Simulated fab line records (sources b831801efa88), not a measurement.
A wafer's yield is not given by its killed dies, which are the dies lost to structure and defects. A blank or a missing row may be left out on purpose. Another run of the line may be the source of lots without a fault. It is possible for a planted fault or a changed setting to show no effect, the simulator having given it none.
Which tool was responsible?    flow sfq line    7 lots, 21 wafers sampled, at 2 steps of a route of 325

== WHAT THE GAUGES READ, wafer by wafer ==
SFQ_M4_RS_MEAS_924: a four-point-probe measurement.
lot   measured      on             M4_NB_RS (ohm/sq)
L378  day 42 18:19  film metro-04  0.876 0.881 0.910
L380  day 43 20:54  film metro-02  0.885 0.879 0.909
L383  day 45 19:58  film metro-02  0.901 0.890 0.893
L389  day 47 18:53  film metro-03  0.903 0.882 0.904
L392  day 49 04:47  film metro-03  0.882 0.895 0.867
L394  day 49 10:36  film metro-04  0.884 0.875 0.899
L396  day 50 13:02  film metro-04  0.897 0.878 0.871

== EACH LOT AND THE TOOL THAT RAN IT (in order: tool; ch and the chambers of the sampled wafers; start) ==
lot   SFQ_TRILAYER_I3_DEP_PECVD_081
L378  pecvd-02 ch 0,1,2, day 37 01:03
L380  pecvd-01 ch 0,1,2, day 37 15:00
L383  pecvd-02 ch 0,1, day 39 01:54
L389  pecvd-02 ch 0,1, day 41 05:11
L392  pecvd-02 ch 0,1,2, day 42 21:23
L394  pecvd-01 ch 0,1,2, day 43 02:35
L396  pecvd-02 ch 0,1,2, day 44 00:11
- SFQ_TRILAYER_I3_DEP_PECVD_081: deposits SiO2 from SiH4/N2O, time 111.11 s, target thk 500 nm.

== THE ANSWER, worked out from the rows above alone ==
Rule: usual is defined by the lots themselves. Put in order of their means at a reading, lots are off if they are a third of the lots or fewer, leave a main group of 4 or more, and stand apart from it by a gap of 3 or more times the standard deviation of the main group's means; of several such gaps the widest counts. If all means in a main group match to the digits the tables above print for the reading, that group is not used. A lot without any number at a reading at which 4 lots or more have one is off too. The other lots that the step has rows for count as sound.
Across all readings shown, no lot is off: no conclusion can be drawn from this.

== WHAT THE SIMULATOR PUT IN ==
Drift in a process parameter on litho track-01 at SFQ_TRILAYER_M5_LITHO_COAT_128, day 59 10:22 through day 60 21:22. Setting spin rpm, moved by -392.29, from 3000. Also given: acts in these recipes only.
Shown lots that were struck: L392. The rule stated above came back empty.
